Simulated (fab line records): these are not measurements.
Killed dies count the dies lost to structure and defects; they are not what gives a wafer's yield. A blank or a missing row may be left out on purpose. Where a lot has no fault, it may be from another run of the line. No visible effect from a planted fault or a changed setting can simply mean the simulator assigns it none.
Problem report in the 8D (eight disciplines) form, filled by code ; flow sfq-line ; the parts of the form that need people (team, actions taken, sign-off) are left out

1. THE PROBLEM
Mean of oes-product-au at SFQ_TRILAYER_M7_ETCH_METAL_ETCH_180: 0.859 a.u. across 3 wafers in 2 lots; on wafers with no fault it is 0.896 a.u. (standard deviation 0.0073). That is -5.1 standard deviations from the usual mean.
The step: etches Nb in Cl2/Ar, stops on SiO2, target depth 240 nm, time 120 s.
Seen first at day 81 17:53 on rie-metal-04, wafer L285.3. The record holds 18 wafers of 6 lots with a number at this step. The rule behind "out" and "out of limits": a value lying over 4 standard deviations away from the usual mean. The other wafers with a number count as sound.

2. WHAT IT IS, AND WHAT IT ISN'T
question;is;is not
which readings at this step;oes-product-au;drypump-motor-current-A
which lots;L285, L288;L279, L286, L292, L293
which wafers of those lots;L285.3, L285.6, L288.6;L285.2, L288.1, L288.2
read on which tools;rie-metal-04;rie-metal-02
when;from day 81 17:53;"up to then (4 sound wafers); but 11 sound wafers of L286, L288, L292, L293 came after"

3. THE SUSPECTS, EACH WITH WHAT RULES IT OUT
Counting: a tool at a process step up to the reading stays a suspect if it ran every lot that is out. Sound lots after the first of them don't rule it out here, since some wafers of a struck lot are sound.
- rie-metal-04 at SFQ_TRILAYER_M7_BARC_OPEN_METAL_ETCH_229 (etches BARC in O2, target depth 125 nm, time 41.7 s): kept. It processed each lot that is out (first: L285, day 81 17:50); up to then, its last sound lot is L279 (day 79 20:24).
- rie-metal-04 at SFQ_TRILAYER_M7_ETCH_METAL_ETCH_180 (etches Nb in Cl2/Ar, stops on SiO2, target depth 240 nm, time 120 s): kept. It processed each lot that is out (first: L285, day 81 17:53); up to then, its last sound lot is L279 (day 79 20:28). Its own oes-product-au readings are out on those wafers.
Remaining after the count are rie-metal-04 at SFQ_TRILAYER_M7_BARC_OPEN_METAL_ETCH_229 and rie-metal-04 at SFQ_TRILAYER_M7_ETCH_METAL_ETCH_180.

4. THE CAUSE (what the simulator had put in)
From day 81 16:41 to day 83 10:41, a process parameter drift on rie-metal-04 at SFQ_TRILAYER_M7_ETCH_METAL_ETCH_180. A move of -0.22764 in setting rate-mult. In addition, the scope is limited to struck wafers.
2 suspects survive the count, and this tool is in that group.

5. THE CHAIN OF EFFECTS, in route order
One row per reading whose mean, taken over the struck wafers that have a number, lies over 3 standard deviations from the usual. Only readings whose record carries a usual standard deviation are examined. hours: median over the lots of the time between each lot's start at the first step of this table that gives one and its start at this step. sigmas: the change, counted in usual standard deviations.
hours;step;reading;usual;on struck wafers;change;sigmas
0;SFQ_TRILAYER_M7_ETCH_METAL_ETCH_180;oes-product-au;0.896 a.u.;0.859;-0.037;-5.1
Its process steps:
- SFQ_TRILAYER_M7_ETCH_METAL_ETCH_180: etches Nb in Cl2/Ar, stops on SiO2, target depth 240 nm, time 120 s.
Later steps that measure or inspect, where all struck wafers having a row at the step show a number for every such reading and not one has moved that far: SFQ_I7_BOW_MEAS_946, SFQ_I7_OVL_MEAS_947, SFQ_M8_OVL_MEAS_948, SFQ_M8_RS_MEAS_949, SFQ_M8_BOW_MEAS_951.

6. HOW IT WOULD HAVE BEEN CAUGHT EARLIER
In this record the first reading out of limits was taken at day 81 17:53, 1 hour after the fault began at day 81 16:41.
